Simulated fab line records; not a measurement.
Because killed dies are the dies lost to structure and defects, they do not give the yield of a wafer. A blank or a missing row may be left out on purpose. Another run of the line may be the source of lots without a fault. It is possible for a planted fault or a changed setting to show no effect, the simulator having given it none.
fab line records :: flow sky130 :: part 2 of 2: steps 30 to 39 of 39
record
  lots=5
  wafers=15
  last-day=50
route steps=708 shown VT_ADJUST_PCH@149 SONOS_TUNNEL@154 SONOS_ONO@168 GATE_OXIDE@187
lots untouched by any fault: they come from a run of this same line in which no faults occurred
start-h: the number of hours between the record's first day and the start of the first shown wafer of the lot :: wait-h: time in hours since the lot's previous step :: " as in the row above :: L1.1+2: one row covering several wafers at once :: - no value, or no start given :: * or withheld: withheld :: < > ~ a bound
route shown NAME@n: a module of which the file shows steps, and the number in the route of the first :: usual: mean and standard deviation over wafers with no fault :: same: alike in all rows :: chamber/n: place in a boat :: sites: per-site readings :: _std_site: how widely they spread, as a standard deviation :: _edge_site: inner sites' mean taken away from outer sites' mean :: radius-mm: how far each site lies from the wafer's centre :: mask NAME#n: copy n :: behind: tool/chamber where the wafer was last shaped :: hold: cause of the lot's hold/its duration in hours/its outcome :: device: the transistor (n, p or np) that didn't switch :: end of line: at the end of the route, the tests of the same wafers :: where a step has no rows: the recipe by itself :: killed: the dies lost at the first sort to structure and to defects; this is not the yield of the wafer :: map: a wafer's dies, marking killed ones x, the rest . and places with no die _
set.NAME: the setting the step ran with; set.NAME@STEP: the setting that earlier step ran with :: model.NAME: the simulator's own value behind a step, which no gauge read
certain route steps with their lots: each step a table, each wafer a row
services: from which hour (start-h, from the record's first day; less than 0 if before it) a tool's chamber was out of use, for how many hours, and why
## steps
# step SKY_SONOS_ONO_EXPOSE_10
# recipe
  mask-id=ONOM
  target-cd-nm=410
  na=0.6
  source-shape=conventional
  sigma-outer=0.6
  dose-mj=150
# same
  na=0.6
lot.wafer: L081.1+4+6
tool: iline-stepper-02
chamber: 0
start-h: -
wait-h: -
mask: ONOM#0

lot.wafer: L084.3+5+6
tool: iline-stepper-01
chamber: 0
start-h: -
wait-h: -
mask: ONOM#0

lot.wafer: L093.2+3+6
tool: iline-stepper-02
chamber: 0
start-h: -
wait-h: -
mask: ONOM#0

lot.wafer: L094.2+3+6
tool: iline-stepper-01
chamber: 0
start-h: -
wait-h: -
mask: ONOM#0

lot.wafer: L095.1+4+6
tool: iline-stepper-01
chamber: 0
start-h: -
wait-h: -
mask: ONOM#0
# step SKY_SONOS_ONO_PEB_11
# recipe
  temp-c=withheld
  time-s=*
  resist=NOVOLAK
# usual
  resist-line-temp-C=*
lot.wafer: L081.1
tool: litho-track-03
chamber: 0
start-h: -
wait-h: -
resist-line-temp-C: *

lot.wafer: L081.4
tool: litho-track-03
chamber: 0
start-h: -
wait-h: -
resist-line-temp-C: *

lot.wafer: L081.6
tool: litho-track-03
chamber: 0
start-h: -
wait-h: -
resist-line-temp-C: *

lot.wafer: L084.3
tool: litho-track-01
chamber: 0
start-h: -
wait-h: -
resist-line-temp-C: *

lot.wafer: L084.5
tool: litho-track-01
chamber: 0
start-h: -
wait-h: -
resist-line-temp-C: *

lot.wafer: L084.6
tool: litho-track-01
chamber: 0
start-h: -
wait-h: -
resist-line-temp-C: *

lot.wafer: L093.2
tool: litho-track-04
chamber: 0
start-h: -
wait-h: -
resist-line-temp-C: *

lot.wafer: L093.3
tool: litho-track-04
chamber: 0
start-h: -
wait-h: -
resist-line-temp-C: *

lot.wafer: L093.6
tool: litho-track-04
chamber: 0
start-h: -
wait-h: -
resist-line-temp-C: *

lot.wafer: L094.2
tool: litho-track-03
chamber: 0
start-h: -
wait-h: -
resist-line-temp-C: *

lot.wafer: L094.3
tool: litho-track-03
chamber: 0
start-h: -
wait-h: -
resist-line-temp-C: *

lot.wafer: L094.6
tool: litho-track-03
chamber: 0
start-h: -
wait-h: -
resist-line-temp-C: *

lot.wafer: L095.1
tool: litho-track-03
chamber: 0
start-h: -
wait-h: -
resist-line-temp-C: *

lot.wafer: L095.4
tool: litho-track-03
chamber: 0
start-h: -
wait-h: -
resist-line-temp-C: *

lot.wafer: L095.6
tool: litho-track-03
chamber: 0
start-h: -
wait-h: -
resist-line-temp-C: *
# step SKY_SONOS_ONO_DEVELOP_12
# recipe
  develop-time-s=60
  dev-temp-c=23
# usual
  resist-line-temp-C=23.01/0.089
lot.wafer: L081.1
tool: litho-track-03
chamber: 0
start-h: 332.83
wait-h: 0.1
resist-line-temp-C: 23.04

lot.wafer: L081.4
tool: litho-track-03
chamber: 0
start-h: 332.83
wait-h: 0.1
resist-line-temp-C: 23.11

lot.wafer: L081.6
tool: litho-track-03
chamber: 0
start-h: 332.83
wait-h: 0.1
resist-line-temp-C: 23.04

lot.wafer: L084.3
tool: litho-track-01
chamber: 0
start-h: 362.15
wait-h: 0.1
resist-line-temp-C: 22.96

lot.wafer: L084.5
tool: litho-track-01
chamber: 0
start-h: 362.15
wait-h: 0.1
resist-line-temp-C: 23.09

lot.wafer: L084.6
tool: litho-track-01
chamber: 0
start-h: 362.15
wait-h: 0.1
resist-line-temp-C: 23.20

lot.wafer: L093.2
tool: litho-track-04
chamber: 0
start-h: 434.75
wait-h: 0.1
resist-line-temp-C: 22.98

lot.wafer: L093.3
tool: litho-track-04
chamber: 0
start-h: 434.75
wait-h: 0.1
resist-line-temp-C: 22.94

lot.wafer: L093.6
tool: litho-track-04
chamber: 0
start-h: 434.75
wait-h: 0.1
resist-line-temp-C: 22.98

lot.wafer: L094.2
tool: litho-track-03
chamber: 0
start-h: 441.50
wait-h: 0.1
resist-line-temp-C: 22.90

lot.wafer: L094.3
tool: litho-track-03
chamber: 0
start-h: 441.50
wait-h: 0.1
resist-line-temp-C: 22.94

lot.wafer: L094.6
tool: litho-track-03
chamber: 0
start-h: 441.50
wait-h: 0.1
resist-line-temp-C: 23.08

lot.wafer: L095.1
tool: litho-track-03
chamber: 0
start-h: 447.98
wait-h: 0.1
resist-line-temp-C: 22.95

lot.wafer: L095.4
tool: litho-track-03
chamber: 0
start-h: 447.98
wait-h: 0.1
resist-line-temp-C: 23.10

lot.wafer: L095.6
tool: litho-track-03
chamber: 0
start-h: 447.98
wait-h: 0.1
resist-line-temp-C: 22.97
# step SKY_SONOS_ONO_CD_MEAS_13
# recipe
  target-cd-nm=410
# usual
  cd-nm=410.1/2.4
lot.wafer: L081.1
tool: cd-sem-01
chamber: -
start-h: 332.98
wait-h: 0.1
cd-nm: 407.2

lot.wafer: L081.4
tool: cd-sem-01
chamber: -
start-h: 332.98
wait-h: 0.1
cd-nm: 407.3

lot.wafer: L081.6
tool: cd-sem-01
chamber: -
start-h: 332.98
wait-h: 0.1
cd-nm: 409.0

lot.wafer: L084.3
tool: cd-sem-02
chamber: -
start-h: 362.29
wait-h: 0.1
cd-nm: 405.5

lot.wafer: L084.5
tool: cd-sem-02
chamber: -
start-h: 362.29
wait-h: 0.1
cd-nm: 406.2

lot.wafer: L084.6
tool: cd-sem-02
chamber: -
start-h: 362.29
wait-h: 0.1
cd-nm: 406.5

lot.wafer: L093.2
tool: cd-sem-02
chamber: -
start-h: 434.89
wait-h: 0.1
cd-nm: 411.9

lot.wafer: L093.3
tool: cd-sem-02
chamber: -
start-h: 434.89
wait-h: 0.1
cd-nm: 411.9

lot.wafer: L093.6
tool: cd-sem-02
chamber: -
start-h: 434.89
wait-h: 0.1
cd-nm: 415.7

lot.wafer: L094.2
tool: cd-sem-01
chamber: -
start-h: 441.65
wait-h: 0.1
cd-nm: 412.6

lot.wafer: L094.3
tool: cd-sem-01
chamber: -
start-h: 441.65
wait-h: 0.1
cd-nm: 411.1

lot.wafer: L094.6
tool: cd-sem-01
chamber: -
start-h: 441.65
wait-h: 0.1
cd-nm: 412.9

lot.wafer: L095.1
tool: cd-sem-02
chamber: -
start-h: 448.13
wait-h: 0.1
cd-nm: 411.2

lot.wafer: L095.4
tool: cd-sem-02
chamber: -
start-h: 448.13
wait-h: 0.1
cd-nm: 409.8

lot.wafer: L095.6
tool: cd-sem-02
chamber: -
start-h: 448.13
wait-h: 0.1
cd-nm: 412.4
# step SKY_SONOS_ONO_OVL_MEAS_14
# usual
  SONOS_ONO_OVL=-0.2/1.5
lot.wafer: L081.1
tool: overlay-01
chamber: -
start-h: 333.10
wait-h: 0.1
SONOS_ONO_OVL[nm]: -0.6

lot.wafer: L081.4
tool: overlay-01
chamber: -
start-h: 333.10
wait-h: 0.1
SONOS_ONO_OVL[nm]: 0.2

lot.wafer: L081.6
tool: overlay-01
chamber: -
start-h: 333.10
wait-h: 0.1
SONOS_ONO_OVL[nm]: -0.4

lot.wafer: L084.3
tool: overlay-01
chamber: -
start-h: 362.39
wait-h: 0.1
SONOS_ONO_OVL[nm]: 1.0

lot.wafer: L084.5
tool: overlay-01
chamber: -
start-h: 362.39
wait-h: 0.1
SONOS_ONO_OVL[nm]: 0.6

lot.wafer: L084.6
tool: overlay-01
chamber: -
start-h: 362.39
wait-h: 0.1
SONOS_ONO_OVL[nm]: 1.7

lot.wafer: L093.2
tool: overlay-02
chamber: -
start-h: 435.00
wait-h: 0.1
SONOS_ONO_OVL[nm]: 0.3

lot.wafer: L093.3
tool: overlay-02
chamber: -
start-h: 435.00
wait-h: 0.1
SONOS_ONO_OVL[nm]: 0.6

lot.wafer: L093.6
tool: overlay-02
chamber: -
start-h: 435.00
wait-h: 0.1
SONOS_ONO_OVL[nm]: 0.2

lot.wafer: L094.2
tool: overlay-02
chamber: -
start-h: 441.76
wait-h: 0.1
SONOS_ONO_OVL[nm]: -0.7

lot.wafer: L094.3
tool: overlay-02
chamber: -
start-h: 441.76
wait-h: 0.1
SONOS_ONO_OVL[nm]: -1.1

lot.wafer: L094.6
tool: overlay-02
chamber: -
start-h: 441.76
wait-h: 0.1
SONOS_ONO_OVL[nm]: -1.4

lot.wafer: L095.1
tool: overlay-01
chamber: -
start-h: 448.25
wait-h: 0.1
SONOS_ONO_OVL[nm]: -1.4

lot.wafer: L095.4
tool: overlay-01
chamber: -
start-h: 448.25
wait-h: 0.1
SONOS_ONO_OVL[nm]: -1.6

lot.wafer: L095.6
tool: overlay-01
chamber: -
start-h: 448.25
wait-h: 0.1
SONOS_ONO_OVL[nm]: -0.4
# step SKY_SONOS_ONO_ETCH_15
# recipe
  target-depth-nm=19.52
  chemistry=CHF3/O2
  source-w=600
  bias-w=200
  pressure-mtorr=40
  chf3-flow-sccm=50
  O2_flow_sccm=5
  time-s=7.8
# usual
  drypump-motor-current-A=5.7/0.42
  oes-product-au=0.996/0.01
  throttle-valve-pct=8.825/0.01
lot.wafer: L081.1
tool: rie-diel-02
chamber: 2
start-h: 333.14
wait-h: 0.0
drypump-motor-current-A: 5.6
oes-product-au: 1.001
rf-hours-counter-h: 63
throttle-valve-pct: 8.839

lot.wafer: L081.4
tool: rie-diel-02
chamber: 1
start-h: 333.14
wait-h: 0.0
drypump-motor-current-A: 6.5
oes-product-au: 1.007
rf-hours-counter-h: 3
throttle-valve-pct: 8.825

lot.wafer: L081.6
tool: rie-diel-02
chamber: 2
start-h: 333.14
wait-h: 0.0
drypump-motor-current-A: 5.6
oes-product-au: 1.012
rf-hours-counter-h: -
throttle-valve-pct: 8.821

lot.wafer: L084.3
tool: rie-diel-01
chamber: 2
start-h: 362.41
wait-h: 0.0
drypump-motor-current-A: 5.4
oes-product-au: 0.996
rf-hours-counter-h: 110
throttle-valve-pct: 8.801

lot.wafer: L084.5
tool: rie-diel-01
chamber: 0
start-h: 362.41
wait-h: 0.0
drypump-motor-current-A: 6.0
oes-product-au: 1.003
rf-hours-counter-h: -
throttle-valve-pct: 8.814

lot.wafer: L084.6
tool: rie-diel-01
chamber: 2
start-h: 362.41
wait-h: 0.0
drypump-motor-current-A: 5.4
oes-product-au: 0.987
rf-hours-counter-h: -
throttle-valve-pct: 8.827

lot.wafer: L093.2
tool: rie-diel-01
chamber: 2
start-h: 435.03
wait-h: 0.0
drypump-motor-current-A: 5.4
oes-product-au: 0.998
rf-hours-counter-h: 0
throttle-valve-pct: 8.827

lot.wafer: L093.3
tool: rie-diel-01
chamber: 0
start-h: 435.03
wait-h: 0.0
drypump-motor-current-A: 6.0
oes-product-au: 1.006
rf-hours-counter-h: 7
throttle-valve-pct: 8.839

lot.wafer: L093.6
tool: rie-diel-01
chamber: 0
start-h: 435.03
wait-h: 0.0
drypump-motor-current-A: 6.1
oes-product-au: 0.996
rf-hours-counter-h: -
throttle-valve-pct: 8.820

lot.wafer: L094.2
tool: rie-diel-01
chamber: 3
start-h: 441.79
wait-h: 0.0
drypump-motor-current-A: 5.3
oes-product-au: 0.990
rf-hours-counter-h: 0
throttle-valve-pct: 8.834

lot.wafer: L094.3
tool: rie-diel-01
chamber: 2
start-h: 441.79
wait-h: 0.0
drypump-motor-current-A: 5.4
oes-product-au: 1.007
rf-hours-counter-h: 0
throttle-valve-pct: 8.834

lot.wafer: L094.6
tool: rie-diel-01
chamber: 0
start-h: 441.79
wait-h: 0.0
drypump-motor-current-A: 6.1
oes-product-au: 1.005
rf-hours-counter-h: -
throttle-valve-pct: 8.822

lot.wafer: L095.1
tool: rie-diel-01
chamber: 2
start-h: 448.29
wait-h: 0.0
drypump-motor-current-A: 5.3
oes-product-au: 1.002
rf-hours-counter-h: 0
throttle-valve-pct: 8.831

lot.wafer: L095.4
tool: rie-diel-01
chamber: 0
start-h: 448.29
wait-h: 0.0
drypump-motor-current-A: 6.1
oes-product-au: 0.991
rf-hours-counter-h: 7
throttle-valve-pct: 8.816

lot.wafer: L095.6
tool: rie-diel-01
chamber: 0
start-h: 448.29
wait-h: 0.0
drypump-motor-current-A: 6.1
oes-product-au: 0.997
rf-hours-counter-h: -
throttle-valve-pct: 8.820
# step SKY_SONOS_ONO_WET_ETCH_16
# recipe
  chemistry=dHF
  target-depth-nm=14
  dry=n2-spin
  target=SiO2
  dilution=100:1
  temp-c=25
  time-s=280
lot.wafer: L081.1+4+6
tool: wet-bench-01
chamber: 3
start-h: 333.16
wait-h: 0.0

lot.wafer: L084.3+5+6
tool: wet-bench-01
chamber: 0
start-h: 362.43
wait-h: 0.0

lot.wafer: L093.2+3+6
tool: wet-bench-02
chamber: 0
start-h: 435.05
wait-h: 0.0

lot.wafer: L094.2+3+6
tool: wet-bench-04
chamber: 0
start-h: 441.81
wait-h: 0.0

lot.wafer: L095.1+4+6
tool: wet-bench-04
chamber: 1
start-h: 448.31
wait-h: 0.0
# step SKY_SONOS_ONO_STRIP_17
# recipe
  chemistry=O2/N2
  power-w=1400
  pressure-mtorr=1500
  platen-temp-c=withheld
  o2-flow-sccm=3000
  n2-flow-sccm=300
  overash-fraction=0.5
# usual
  drypump-motor-current-A=5.8/0.58
  o2-flow-sccm=3001/9.8
  oes-product-au=0.709/0.0045
  strip-time-to-endpoint-s=14.10/0.041
lot.wafer: L081.1
tool: plasma-asher-03
chamber: 0
start-h: 333.24
wait-h: 0.0
drypump-motor-current-A: 6.1
o2-flow-sccm: 3024
oes-product-au: 0.710
rf-hours-counter-h: 22
strip-time-to-endpoint-s: 14.03

lot.wafer: L081.4
tool: plasma-asher-03
chamber: 0
start-h: 333.24
wait-h: 0.0
drypump-motor-current-A: 6.1
o2-flow-sccm: 3015
oes-product-au: 0.711
rf-hours-counter-h: -
strip-time-to-endpoint-s: 14.01

lot.wafer: L081.6
tool: plasma-asher-03
chamber: 0
start-h: 333.24
wait-h: 0.0
drypump-motor-current-A: 6.0
o2-flow-sccm: 3032
oes-product-au: 0.707
rf-hours-counter-h: -
strip-time-to-endpoint-s: 14.04

lot.wafer: L084.3
tool: plasma-asher-02
chamber: 0
start-h: 362.55
wait-h: 0.0
drypump-motor-current-A: 5.0
o2-flow-sccm: 3012
oes-product-au: 0.717
rf-hours-counter-h: -
strip-time-to-endpoint-s: 14.11

lot.wafer: L084.5
tool: plasma-asher-02
chamber: 0
start-h: 362.55
wait-h: 0.0
drypump-motor-current-A: 5.0
o2-flow-sccm: 3003
oes-product-au: 0.714
rf-hours-counter-h: -
strip-time-to-endpoint-s: 14.10

lot.wafer: L084.6
tool: plasma-asher-02
chamber: 1
start-h: 362.55
wait-h: 0.0
drypump-motor-current-A: 5.6
o2-flow-sccm: 3001
oes-product-au: 0.708
rf-hours-counter-h: -
strip-time-to-endpoint-s: 14.12

lot.wafer: L093.2
tool: plasma-asher-02
chamber: 0
start-h: 435.14
wait-h: 0.0
drypump-motor-current-A: 5.0
o2-flow-sccm: 3010
oes-product-au: 0.710
rf-hours-counter-h: 65
strip-time-to-endpoint-s: 14.15

lot.wafer: L093.3
tool: plasma-asher-02
chamber: 1
start-h: 435.14
wait-h: 0.0
drypump-motor-current-A: 5.6
o2-flow-sccm: 3000
oes-product-au: 0.706
rf-hours-counter-h: -
strip-time-to-endpoint-s: 14.11

lot.wafer: L093.6
tool: plasma-asher-02
chamber: 1
start-h: 435.14
wait-h: 0.0
drypump-motor-current-A: 5.5
o2-flow-sccm: 2999
oes-product-au: 0.718
rf-hours-counter-h: -
strip-time-to-endpoint-s: 14.12

lot.wafer: L094.2
tool: plasma-asher-02
chamber: 0
start-h: 441.89
wait-h: 0.0
drypump-motor-current-A: 5.0
o2-flow-sccm: 2983
oes-product-au: 0.711
rf-hours-counter-h: 66
strip-time-to-endpoint-s: 14.12

lot.wafer: L094.3
tool: plasma-asher-02
chamber: 0
start-h: 441.89
wait-h: 0.0
drypump-motor-current-A: 5.0
o2-flow-sccm: 2999
oes-product-au: 0.709
rf-hours-counter-h: -
strip-time-to-endpoint-s: 14.13

lot.wafer: L094.6
tool: plasma-asher-02
chamber: 1
start-h: 441.89
wait-h: 0.0
drypump-motor-current-A: 5.6
o2-flow-sccm: 3001
oes-product-au: 0.707
rf-hours-counter-h: -
strip-time-to-endpoint-s: 14.13

lot.wafer: L095.1
tool: plasma-asher-02
chamber: 1
start-h: 448.39
wait-h: 0.0
drypump-motor-current-A: 5.6
o2-flow-sccm: 3009
oes-product-au: 0.711
rf-hours-counter-h: 66
strip-time-to-endpoint-s: 14.05

lot.wafer: L095.4
tool: plasma-asher-02
chamber: 1
start-h: 448.39
wait-h: 0.0
drypump-motor-current-A: 5.6
o2-flow-sccm: 3001
oes-product-au: 0.704
rf-hours-counter-h: -
strip-time-to-endpoint-s: 14.08

lot.wafer: L095.6
tool: plasma-asher-02
chamber: 0
start-h: 448.39
wait-h: 0.0
drypump-motor-current-A: 5.0
o2-flow-sccm: 3018
oes-product-au: 0.710
rf-hours-counter-h: -
strip-time-to-endpoint-s: 14.07
# step SKY_SONOS_ONO_WET_ETCH_18
# recipe
  chemistry=H3PO4
  target-depth-nm=15
  target=Si3N4
  temp-c=160
  time-s=172
lot.wafer: L081.1+4+6
tool: wet-bench-02
chamber: 2
start-h: 333.34
wait-h: 0.1

lot.wafer: L084.3+5+6
tool: wet-bench-02
chamber: 0
start-h: 362.62
wait-h: 0.0

lot.wafer: L093.2+3+6
tool: wet-bench-01
chamber: 0
start-h: 435.24
wait-h: 0.1

lot.wafer: L094.2+3+6
tool: wet-bench-02
chamber: 0
start-h: 441.99
wait-h: 0.1

lot.wafer: L095.1+4+6
tool: wet-bench-02
chamber: 1
start-h: 448.49
wait-h: 0.1
# step SKY_GATE_OXIDE_CLEAN_00
# recipe
  chemistry=SC1/SC2
  mix=1:4:20
  temp-c=70
  time-s=150
  dry=n2-spin
lot.wafer: L081.1+4+6
tool: wet-bench-01
chamber: 2
start-h: 333.40
wait-h: 0.0

lot.wafer: L084.3+5+6
tool: wet-bench-04
chamber: 1
start-h: 362.67
wait-h: 0.0

lot.wafer: L093.2+3+6
tool: wet-bench-02
chamber: 0
start-h: 435.29
wait-h: 0.0

lot.wafer: L094.2+3+6
tool: wet-bench-01
chamber: 0
start-h: 442.05
wait-h: 0.0

lot.wafer: L095.1+4+6
tool: wet-bench-01
chamber: 2
start-h: 448.62
wait-h: 0.0
## services
tool: furnace-01
chamber: -
start-h: 262.71
hours: 3.6
kind: pm

tool: implanter-02
chamber: -
start-h: 264.30
hours: 1.9
kind: repair

tool: wet-bench-03
chamber: -
start-h: 266.11
hours: 1.9
kind: pm

tool: furnace-01
chamber: -
start-h: 266.29
hours: 3.3
kind: pm

tool: rie-diel-01
chamber: -
start-h: 275.85
hours: 4.3
kind: pm

tool: plasma-asher-01
chamber: -
start-h: 292.88
hours: 4.0
kind: repair

tool: implanter-04
chamber: -
start-h: 294.16
hours: 3.0
kind: pm

tool: iline-stepper-02
chamber: -
start-h: 310.99
hours: 3.7
kind: repair

tool: plasma-asher-03
chamber: -
start-h: 327.24
hours: 2.8
kind: pm

tool: plasma-asher-01
chamber: -
start-h: 335.88
hours: 2.8
kind: pm

tool: wet-bench-02
chamber: -
start-h: 346.74
hours: 7.0
kind: repair

tool: implanter-02
chamber: -
start-h: 352.59
hours: 5.5
kind: pm

tool: plasma-asher-01
chamber: -
start-h: 363.35
hours: 2.0
kind: repair

tool: wet-bench-01
chamber: -
start-h: 365.65
hours: 1.9
kind: pm

tool: furnace-01
chamber: -
start-h: 365.94
hours: 7.0
kind: pm

tool: iline-stepper-02
chamber: -
start-h: 365.99
hours: 1.7
kind: pm

tool: plasma-asher-04
chamber: -
start-h: 380.50
hours: 4.2
kind: repair

tool: implanter-02
chamber: -
start-h: 383.93
hours: 9.6
kind: repair

tool: furnace-01
chamber: -
start-h: 386.66
hours: 4.3
kind: pm

tool: implanter-02
chamber: -
start-h: 409.48
hours: 1.0
kind: repair

tool: plasma-asher-03
chamber: -
start-h: 416.10
hours: 1.1
kind: repair

tool: rie-diel-01
chamber: -
start-h: 418.34
hours: 0.5
kind: repair

tool: plasma-asher-03
chamber: -
start-h: 421.02
hours: 1.7
kind: repair

tool: iline-stepper-01
chamber: -
start-h: 429.89
hours: 1.7
kind: pm
